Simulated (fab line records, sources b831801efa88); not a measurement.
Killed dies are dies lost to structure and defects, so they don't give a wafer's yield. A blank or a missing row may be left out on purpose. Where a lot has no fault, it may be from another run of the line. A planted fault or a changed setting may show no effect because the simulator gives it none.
fab line records | flow gf180mcu
record lots=5 wafers=15 lastDay=34
route steps=602 shown DNWELL@40 NWELL@42 LVPWELL@54 MVSD@66 PASSIVATION@602
lots that met no fault: taken from a fault-free run of the same line
startH: start of the lot's first displayed wafer, in hours after the record's first day | waitH: hours from the lot's prior step to this one | " repeats the value in the row above | L1.1+2: several wafers, shown together as one row | - no value, or no start given | * or withheld: withheld | < > ~ a bound
route shown NAME@n: names a module that has steps shown in the file, with the first one's number in the route | usual: average and standard deviation across the fault-free wafers | same: alike in all rows | chamber/n: place in a boat | sites: per-site readings | _std_site: the values' standard deviation | _edge_site: outer sites' mean less inner sites' | radiusMm: how far each site lies from the wafer's centre | mask NAME#n: copy n | behind: the last tool/chamber to shape the wafer | hold: reason for holding the lot/hours on hold/outcome of the hold | device: names the non-switching transistor (n, p or np) | end of line: tests of these same wafers at the route's end | step lacking rows: just its recipe | killed: count of dies lost to structure and defects at first sort (not the wafer's yield) | map: dies across one wafer; x = killed, . = not, _ = none there
set.NAME: the setting as run; set.NAME@STEP: as run at that earlier step | model.NAME: the simulator's own value behind a step, which no gauge read
certain route steps with their lots: each step a table, each wafer a row
services: a tool's chamber out of use, with start hour (startH, from the record's first day; less than 0 if before it), hours out, and reason
## steps
# step GF_DNWELL_STRIP_08
# recipe chemistry=O2/N2 powerW=1400 pressureMtorr=1500 platenTempC=250 o2FlowSccm=3000 n2FlowSccm=300 overashFraction=0.5
# usual drypumpMotorCurrentA=6.2/0.53 heaterPowerW=333/32 oesProductAu=0.722/0.005 stripTimeToEndpointS=36.97/0.11
# same overashFraction=0.5
# columns lot.wafer tool chamber startH waitH drypumpMotorCurrentA heaterPowerW oesProductAu rfHoursCounterH stripTimeToEndpointS
L884.1 plasmaAsher-04 0 68.42 0.1 5.4 261 0.722 43 37.15
L884.2 " 1 " " 5.6 340 0.712 43 37.24
L884.6 " 0 " " 5.4 269 0.726 - 37.12
L889.1 plasmaAsher-01 1 94.61 0.1 5.9 321 0.725 31 37.01
L889.2 " 0 " " 5.7 299 0.718 31 36.99
L889.4 " 0 " " 5.7 296 0.714 - 36.98
L890.1 plasmaAsher-02 0 101.37 0.1 6.8 355 0.718 44 37.06
L890.2 " 1 " " 6.5 352 0.718 44 37.05
L890.4 " 0 " " 6.8 356 0.724 - 36.94
L891.1 plasmaAsher-04 1 105.08 0.1 5.6 350 0.726 47 36.97
L891.2 " 0 " " 5.4 266 0.721 47 36.93
L891.3 " 1 " " 5.6 346 0.717 - 36.89
L900.2 plasmaAsher-02 1 154.02 0.1 6.5 357 0.720 48 36.97
L900.3 " 0 " " 6.9 348 0.726 - 37.10
L900.5 " 1 " " 6.5 367 0.729 - 36.98
# step GF_DNWELL_TW_MEAS_09
# usual DNWELL_TW=1349/8.5
# columns lot.wafer tool chamber startH waitH DNWELL_TW
L884.1 filmMetro-02 - 68.52 0.1 1350
L884.2 " - " " 1343
L884.6 " - " " 1350
L889.1 filmMetro-02 - 94.71 0.1 1347
L889.2 " - " " 1342
L889.4 " - " " 1350
L890.1 filmMetro-04 - 101.47 0.1 1357
L890.2 " - " " 1365
L890.4 " - " " 1366
L891.1 filmMetro-04 - 105.18 0.1 1353
L891.2 " - " " 1350
L891.3 " - " " 1352
L900.2 filmMetro-02 - 154.13 0.1 1341
L900.3 " - " " 1341
L900.5 " - " " 1342
# step GF_NWELL_DEHYDRATE_00
# recipe tempC=200 timeS=60
# step GF_NWELL_HMDS_01
# recipe primeTimeS=60 primeTempC=120
# step GF_NWELL_COAT_02
# recipe spinRpm=2000 resistThkNm=3000
# step GF_NWELL_SOFTBAKE_03
# recipe tempC=110.5 timeS=withheld
# step GF_NWELL_EXPOSE_04
# recipe maskId=Nwell targetCdNm=860 na=0.6 sourceShape=conventional sigmaOuter=0.6 doseMj=260
# step GF_NWELL_PEB_05
# recipe tempC=115 timeS=withheld
# step GF_NWELL_DEVELOP_06
# recipe wallAngleDeg=90 developTimeS=60 devTempC=23
# step GF_NWELL_OVL_MEAS_07
# usual NWELL_OVL=-0.1/1.3
# columns lot.wafer tool chamber startH waitH NWELL_OVL[nm]
L884.1 overlay-02 - 81.86 - 0.4
L884.2 " - " " -0.8
L884.6 " - " " 2.3
L889.1 overlay-01 - 108.96 - 0.6
L889.2 " - " " 1.4
L889.4 " - " " 0.4
L890.1 overlay-02 - 115.31 - 0.4
L890.2 " - " " -1.6
L890.4 " - " " -0.4
L891.1 overlay-02 - 119.06 - -0.3
L891.2 " - " " 0.7
L891.3 " - " " 0.4
L900.2 overlay-01 - 170.36 - -1.6
L900.3 " - " " 0.1
L900.5 " - " " -0.8
# step GF_NWELL_IMPLANT_08
# recipe species=P energyKev=450 doseCm2=1.5e+13 tiltDeg=0
# step GF_NWELL_IMPLANT_09
# recipe species=P energyKev=160 doseCm2=4e+12 tiltDeg=0
# step GF_NWELL_STRIP_10
# recipe chemistry=O2/N2 powerW=1400 pressureMtorr=1500 platenTempC=250 o2FlowSccm=3000 n2FlowSccm=300 overashFraction=0.5
# usual drypumpMotorCurrentA=5.69/0.14 heaterPowerW=313/37 oesProductAu=0.722/0.0049 stripTimeToEndpointS=36.94/0.12
# same overashFraction=0.5
# columns lot.wafer tool chamber startH waitH drypumpMotorCurrentA heaterPowerW oesProductAu rfHoursCounterH stripTimeToEndpointS model.coat_of_NWELL_COAT_02.thkNm
L884.1 plasmaAsher-01 1 82.20 0.1 5.87 318 0.716 29 37.04 0
L884.2 " 0 " " 5.72 302 0.727 29 37.02 0
L884.6 " 1 " " 5.87 326 0.718 - 37.04 0
L889.1 plasmaAsher-03 1 109.29 0.1 5.70 270 0.725 44 37.10 0
L889.2 " 0 " " 5.82 366 0.725 44 37.01 0
L889.4 " 0 " " 5.79 371 0.726 - 37.02 0
L890.1 plasmaAsher-03 1 115.65 0.1 5.70 271 0.965 45 - 402
L890.2 " 0 " " 5.75 368 0.969 45 - 401.4
L890.4 " 0 " " 5.76 375 0.972 - - 401.7
L891.1 plasmaAsher-04 1 119.39 0.1 5.59 353 0.723 0 36.92 0
L891.2 " 0 " " 5.41 272 0.717 0 36.81 0
L891.3 " 1 " " 5.54 343 0.730 - 36.87 0
L900.2 plasmaAsher-03 1 170.69 0.1 5.68 277 0.720 49 37.07 0
L900.3 " 1 " " 5.70 270 0.716 - 37.11 0
L900.5 " 1 " " 5.69 276 0.723 - 37.11 0
# step GF_NWELL_TW_MEAS_11
# usual NWELL_TW=1574/8.1
# columns lot.wafer tool chamber startH waitH NWELL_TW
L884.1 filmMetro-04 - 82.30 0.1 1589
L884.2 " - " " 1577
L884.6 " - " " 1571
L889.1 filmMetro-02 - 109.39 0.1 1554
L889.2 " - " " 1555
L889.4 " - " " 1559
L890.1 filmMetro-01 - 115.74 0.1 1577
L890.2 " - " " 1570
L890.4 " - " " 1572
L891.1 filmMetro-04 - 119.49 0.1 1572
L891.2 " - " " 1580
L891.3 " - " " 1578
L900.2 filmMetro-02 - 170.80 0.1 1576
L900.3 " - " " 1572
L900.5 " - " " 1579
# step GF_LVPWELL_DEHYDRATE_00
# recipe tempC=200 timeS=60
# step GF_LVPWELL_HMDS_01
# recipe primeTimeS=60 primeTempC=120
# step GF_LVPWELL_COAT_02
# recipe spinRpm=2000 resistThkNm=3000
# step GF_LVPWELL_SOFTBAKE_03
# recipe tempC=110 timeS=withheld
# step GF_LVPWELL_EXPOSE_04
# recipe maskId=LVPWELL targetCdNm=600 na=0.6 sourceShape=conventional sigmaOuter=0.6 doseMj=260
# step GF_LVPWELL_PEB_05
# recipe tempC=115 timeS=withheld
# step GF_LVPWELL_DEVELOP_06
# recipe wallAngleDeg=90 developTimeS=60 devTempC=23
# step GF_LVPWELL_OVL_MEAS_07
# usual LVPWELL_OVL=0.9/1.6
# columns lot.wafer tool chamber startH waitH LVPWELL_OVL[nm]
L884.1 overlay-02 - 95.96 - 3.0
L884.2 " - " " 0.7
L884.6 " - " " 2.1
L889.1 overlay-01 - 123.58 - 1.2
L889.2 " - " " 2.1
L889.4 " - " " 1.7
L890.1 overlay-02 - 130.26 - -1.0
L890.2 " - " " -1.1
L890.4 " - " " -0.8
L891.1 overlay-01 - 134.43 - 3.2
L891.2 " - " " 0.2
L891.3 " - " " 0.5
L900.2 overlay-01 - 187.94 - 0.2
L900.3 " - " " 0.8
L900.5 " - " " 0.2
# step GF_LVPWELL_IMPLANT_08
# recipe species=B energyKev=165.8 doseCm2=1.5e+13 tiltDeg=0
# step GF_LVPWELL_IMPLANT_09
# recipe species=B energyKev=60 doseCm2=5e+12 tiltDeg=0
# step GF_LVPWELL_STRIP_10
# recipe chemistry=O2/N2 powerW=1400 pressureMtorr=1500 platenTempC=250 o2FlowSccm=3000 n2FlowSccm=300 overashFraction=0.5
# usual drypumpMotorCurrentA=6.1/0.44 heaterPowerW=330/30 oesProductAu=0.722/0.0046 stripTimeToEndpointS=37.02/0.12
# same overashFraction=0.5
# columns lot.wafer tool chamber startH waitH drypumpMotorCurrentA heaterPowerW oesProductAu rfHoursCounterH stripTimeToEndpointS
L884.1 plasmaAsher-03 1 96.29 0.1 5.7 271 0.723 42 37.13
L884.2 " 0 " " 5.8 366 0.723 42 37.13
L884.6 " 0 " " 5.8 358 0.729 - 37.08
L889.1 plasmaAsher-01 1 123.92 0.1 5.9 320 0.725 35 36.94
L889.2 " 0 " " 5.7 305 0.723 35 36.96
L889.4 " 1 " " 5.9 329 0.724 - 37.04
L890.1 plasmaAsher-03 1 130.59 0.1 5.7 277 0.729 46 42.95
L890.2 " 0 " " 5.8 366 0.726 46 43.12
L890.4 " 1 " " 5.7 271 0.714 - 42.97
L891.1 plasmaAsher-02 1 134.77 0.1 6.6 358 0.717 46 37.00
L891.2 " 0 " " 6.8 345 0.719 46 36.92
L891.3 " 0 " " 6.8 350 0.726 - 36.99
L900.2 plasmaAsher-01 1 188.27 0.1 5.9 316 0.723 41 37.03
L900.3 " 0 " " 5.7 308 0.720 - 37.08
L900.5 " 1 " " 5.9 330 0.727 - 36.95
# step GF_LVPWELL_TW_MEAS_11
# usual LVPWELL_TW=560.0/2.4
# columns lot.wafer tool chamber startH waitH LVPWELL_TW
L884.1 filmMetro-04 - 96.39 0.1 558.1
L884.2 " - " " 563.1
L884.6 " - " " 558.1
L889.1 filmMetro-01 - 124.02 0.1 560.2
L889.2 " - " " 560.0
L889.4 " - " " 558.0
L890.1 filmMetro-04 - 130.69 0.1 524.1
L890.2 " - " " 525.8
L890.4 " - " " 521.7
L891.1 filmMetro-04 - 134.87 0.1 562.6
L891.2 " - " " 563.8
L891.3 " - " " 559.2
L900.2 filmMetro-02 - 188.38 0.1 559.5
L900.3 " - " " 555.2
L900.5 " - " " 558.7
# step GF_MVSD_DEHYDRATE_00
# recipe tempC=200 timeS=60
# step GF_PASSIVATION_PROBE_99
# columns lot.wafer tool chamber startH waitH model.etest.nldd_6p0.lineOhmUm model.etest.nldd_6p0.rsOhmSq model.etest.nmos_6p0.rOnOhmUm model.etest.nwell.lineOhmUm model.etest.ldnmos_10p0.rOnOhmUm model.etest.nwell.widthNm model.etest.nmos_3p3_sab.rOnOhmUm model.etest.nmos_3p3.rOnOhmUm
L884.1 prober-01 - 711.46 0.1 4712 1394 2172 1167 3723 867.8 1801 1652
L884.2 prober-01 - 711.51 0.1 4708 1391 2183 1140 3767 873.3 1797 1650
L884.6 prober-01 - 711.71 0.2 4660 1394 2193 1156 3734 870 1814 1682
L889.1 prober-02 - 744.06 0.1 4686 1400 2133 1149 3686 866.7 1788 1643
L889.2 prober-02 - 744.11 0.1 4651 1380 2167 1148 3710 870 1783 1641
L889.4 prober-02 - 744.21 0.2 4682 1395 2133 1148 3684 869.5 1789 1642
L890.1 prober-01 - 754.36 0.1 5453 1635 2339 1046 3832 960.1 1823 1686
L890.2 prober-01 - 754.41 0.1 5398 1625 2354 1035 3827 965.1 1837 1692
L890.4 prober-01 - 754.51 0.2 5371 1642 2336 1029 3830 965.1 1827 1685
L891.1 prober-02 - 755.30 0.1 4551 1379 2196 1171 3663 868.1 1795 1670
L891.2 prober-02 - 755.35 0.1 4636 1386 2162 1145 3666 869.9 1777 1638
L891.3 prober-02 - 755.40 0.2 4609 1380 2176 1176 3710 867.3 1793 1647
L900.2 prober-02 - 808.96 0.1 4624 1407 2146 1166 3733 856.1 1824 1683
L900.3 prober-02 - 809.01 0.2 4660 1394 2159 1147 3775 864.6 1794 1667
L900.5 prober-02 - 809.11 0.2 4671 1397 2178 1168 3750 857.2 1812 1676
# killed by level:class
L884.1 STI:geometricParticle:short=7 V3:geometricParticle:open=7 V5:geometricParticle:open=7 V2:geometricParticle:open=5 STI:geometricParticle:open=4 V4:geometricParticle:short=3 V5:geometricParticle:short=3 POLY_GATE:geometricParticle:short=2
L884.2 V1:geometricParticle:open=7 CONTACT:geometricParticle:open=5 V3:geometricParticle:open=4 STI:geometricParticle:open=3 V2:geometricParticle:open=3 V2:geometricParticle:short=3 V4:geometricParticle:open=3 V5:geometricParticle:short=3
L884.6 V1:geometricParticle:open=6 V5:geometricParticle:open=5 STI:geometricParticle:short=4 STI:geometricParticle:open=4 CONTACT:geometricParticle:open=4 V3:geometricParticle:open=3 CONTACT:geometricParticle:short=2 V5:geometricParticle:short=2
L889.1 V3:geometricParticle:open=5 V1:geometricParticle:open=5 V1:geometricParticle:short=4 V5:geometricParticle:open=4 V4:geometricParticle:open=3 M2:geometricParticle:short=2 M3:geometricParticle:short=2 MVSD:coatMicrobubblePrinted=2
L889.2 V5:geometricParticle:open=5 STI:geometricParticle:open=4 CONTACT:geometricParticle:open=4 V3:geometricParticle:open=4 V4:geometricParticle:short=4 V2:geometricParticle:open=3 M2:geometricParticle:short=3 V4:geometricParticle:open=3
L889.4 V4:geometricParticle:open=7 M1:geometricParticle:short=5 V1:geometricParticle:open=4 STI:geometricParticle:open=3 STI:geometricParticle:short=3 V5:geometricParticle:open=3 CONTACT:geometricParticle:open=2 M2:geometricParticle:short=2
L891.1 V5:geometricParticle:open=7 STI:geometricParticle:open=4 CONTACT:geometricParticle:open=4 V1:geometricParticle:short=4 V1:geometricParticle:open=4 M2:geometricParticle:short=3 V2:geometricParticle:open=3 V3:geometricParticle:open=3
L891.2 M2:geometricParticle:short=5 V2:geometricParticle:open=5 V3:geometricParticle:open=5 V5:geometricParticle:open=4 V1:geometricParticle:short=3 V1:geometricParticle:open=3 CONTACT:geometricParticle:short=2 CONTACT:geometricParticle:open=2
L891.3 V2:geometricParticle:open=8 V5:geometricParticle:open=7 V4:geometricParticle:open=4 STI:geometricParticle:open=3 CONTACT:geometricParticle:open=3 V1:geometricParticle:short=3 V1:geometricParticle:open=3 V2:geometricParticle:short=3
L900.2 V1:geometricParticle:open=5 V2:geometricParticle:open=4 V4:geometricParticle:open=4 M2:geometricParticle:short=3 V3:geometricParticle:short=3 M4:geometricParticle:short=3 M5:geometricParticle:short=3 STI:geometricParticle:short=2
L900.3 V1:geometricParticle:short=6 V3:geometricParticle:short=6 V4:geometricParticle:short=6 CONTACT:geometricParticle:open=5 V1:geometricParticle:open=5 V5:geometricParticle:open=4 M3:geometricParticle:short=4 M1:geometricParticle:short=3
L900.5 STI:geometricParticle:open=5 V2:geometricParticle:short=5 V2:geometricParticle:open=5 V4:geometricParticle:open=4 CONTACT:geometricParticle:open=3 M3:geometricParticle:short=3 V3:geometricParticle:open=3 STI:geometricParticle:short=2
## services
# columns tool chamber startH hours kind
plasmaAsher-02 - 104.80 11.6 repair
plasmaAsher-04 - 108.80 9.0 pm
plasmaAsher-04 0 108.80 9.0 ventCycle
plasmaAsher-04 1 108.80 9.0 ventCycle
plasmaAsher-04 0 117.80 - clean
plasmaAsher-04 1 117.80 - clean
plasmaAsher-03 - 135.80 14.6 pm
plasmaAsher-03 - 179.15 2.8 pm
plasmaAsher-02 - 183.82 3.4 repair
## key
firstSign step=GF_NWELL_STRIP_10 reading=oesProductAu direction=up sigmas=51 usual=0.722 struck=0.969
effect step=GF_LVPWELL_STRIP_10 reading=stripTimeToEndpointS direction=up sigmas=49 usual=* struck=*
effect step=GF_LVPWELL_TW_MEAS_11 reading=LVPWELL_TW direction=down sigmas=15 usual=560.0 struck=523.9
modelEffect step=GF_NWELL_STRIP_10 value=coat_of_NWELL_COAT_02.thkNm without=0 struck=401.7
modelEffect step=GF_PASSIVATION_PROBE_99 value=etest.nldd_6p0.lineOhmUm without=4661 struck=5407
metAt GF_NWELL_STRIP_10
struckWafers L890.1,L890.2,L890.4
sortLeftOut L890.1,L890.2,L890.4
testerLeftOut L890
onsetBetween 109.29 115.65
fault kind=stripAborted tool=plasmaAsher-03 chamber=- onsetH=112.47 steps=GF_NWELL_STRIP_10 offset=0.4409 endH=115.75
# testerLeftOut: of these lots the tester's yield and bins aren't shown, on N5 and GAA mostly nor the transistor test; their killed dies are dies lost to structure and defects alone, not to doping, threshold or leakage, so they don't give the yield
# sortLeftOut: the simulated sort isn't trusted on such a fault, so these wafers' sort isn't shown, and their yield isn't known
